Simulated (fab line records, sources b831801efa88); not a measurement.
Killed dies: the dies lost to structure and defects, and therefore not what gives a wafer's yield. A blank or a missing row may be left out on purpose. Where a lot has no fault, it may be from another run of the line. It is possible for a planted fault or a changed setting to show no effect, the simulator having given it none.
Chamber matching -- flow gf180mcu -- rie_diel-02 running GF_PASSIVATION_ETCH_11: 4 sister chambers
The step etches the open film in CF4/O2, stops on TiN, target depth 2040 nm, time 453.3 s. 8 wafers are shown with their chamber, then 10 later ones without.

== WAFERS PAIRED WITH THEIR CHAMBERS ==
wafer,chamber,drypump_motor_current_A (A),oes_product_au (a.u.)
L084.1,2,4.9,0.988
L084.3,3,5.7,0.993
L084.6,1,5.8,0.991
L088.1,1,5.8,0.996
L088.2,2,4.8,0.993
L088.3,3,5.6,0.983
L088.4,0,4.9,0.997
L088.5,0,4.9,0.996

== WAFERS WITH NO CHAMBER GIVEN ==
wafer,drypump_motor_current_A (A),oes_product_au (a.u.)
L088.6,5.7,0.976
L090.1,4.8,1.003
L090.2,4.9,0.992
L090.3,5.8,0.994
L090.4,5.7,0.986
L090.5,5.7,0.990
L090.6,4.9,0.991
L094.1,5.7,0.982
L094.3,4.8,0.996
L094.6,4.9,1.001

== CHAMBER TAKEN BY EACH ==
wafer,from the rows above,in truth
L088.6,can't be placed: 3 or 1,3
L090.1,can't be placed: 0 or 2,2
L090.2,can't be placed: 0 or 2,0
L090.3,1,1
L090.4,can't be placed: 3 or 1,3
L090.5,can't be placed: 3 or 1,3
L090.6,can't be placed: 2 or 0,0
L094.1,can't be placed: 3 or 1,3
L094.3,can't be placed: 2 or 0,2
L094.6,can't be placed: 0 or 2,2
Placed correctly: 1 of 10. Not placeable from these rows: 9 (in 9, the candidates include the true chamber). Wrongly placed: 0.
How it was worked out, from the rows above alone: a wafer's distance from a chamber is the root of the sum, over the readings, of the square of ((its reading less the chamber's mean) divided by the reading's scatter). The wafer belongs to the nearest chamber; if the next one is less than 2 further off, it can't be placed. A chamber's mean is the mean of its shown wafers. How the scatter is found: for the shown wafers, subtract from each reading the mean of its chamber, square and add these, divide the total by (wafers less chambers), then take the root.
